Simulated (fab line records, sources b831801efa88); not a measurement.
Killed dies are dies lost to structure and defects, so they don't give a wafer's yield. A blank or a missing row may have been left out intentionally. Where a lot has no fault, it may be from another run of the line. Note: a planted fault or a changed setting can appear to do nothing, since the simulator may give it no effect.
Which tool did it? ; flow sfq-line ; 21 wafers sampled from 7 lots at 1 step of a route of 325

== WHAT EACH GAUGE READ, for each wafer ==
SFQ_I2_BOW_MEAS_917.
lot;measured;on;I2_BOW (um)
L388;day 25 06:28;film-metro-01;-8 3 1
L392;day 25 18:30;film-metro-02;-5 -4 -12
L394;day 29 09:26;film-metro-02;0 -8 -12
L397;day 37 08:40;film-metro-01;11 7 4
L401;day 40 05:12;film-metro-03;7 14 15
L405;day 41 05:38;film-metro-02;-9 7 13
L408;day 41 15:53;film-metro-01;12 7 7

== EACH LOT AND THE TOOL THAT RAN IT (in order: tool; ch and the chambers of the sampled wafers; start) ==
The record holds no process step before these readings.

== THE ANSWER, worked out from the rows above alone ==
Rule: the usual values come from the lots themselves. Put in order of their means at a reading, lots are off if they are a third of the lots or fewer, leave a main group of 4 or more, and stand apart from it by a gap of 3 or more times the standard deviation of the main group's means; of several such gaps the widest counts. A main group whose means are all the same, to the digits that the tables above print for the reading, isn't used. Also off: a lot with no number at a reading for which 4 or more lots have one. The other lots that the step has rows for count as sound.
No lot is off on any of the readings shown, so nothing can be concluded from this.

== WHAT HAD BEEN PUT IN BY THE SIMULATOR ==
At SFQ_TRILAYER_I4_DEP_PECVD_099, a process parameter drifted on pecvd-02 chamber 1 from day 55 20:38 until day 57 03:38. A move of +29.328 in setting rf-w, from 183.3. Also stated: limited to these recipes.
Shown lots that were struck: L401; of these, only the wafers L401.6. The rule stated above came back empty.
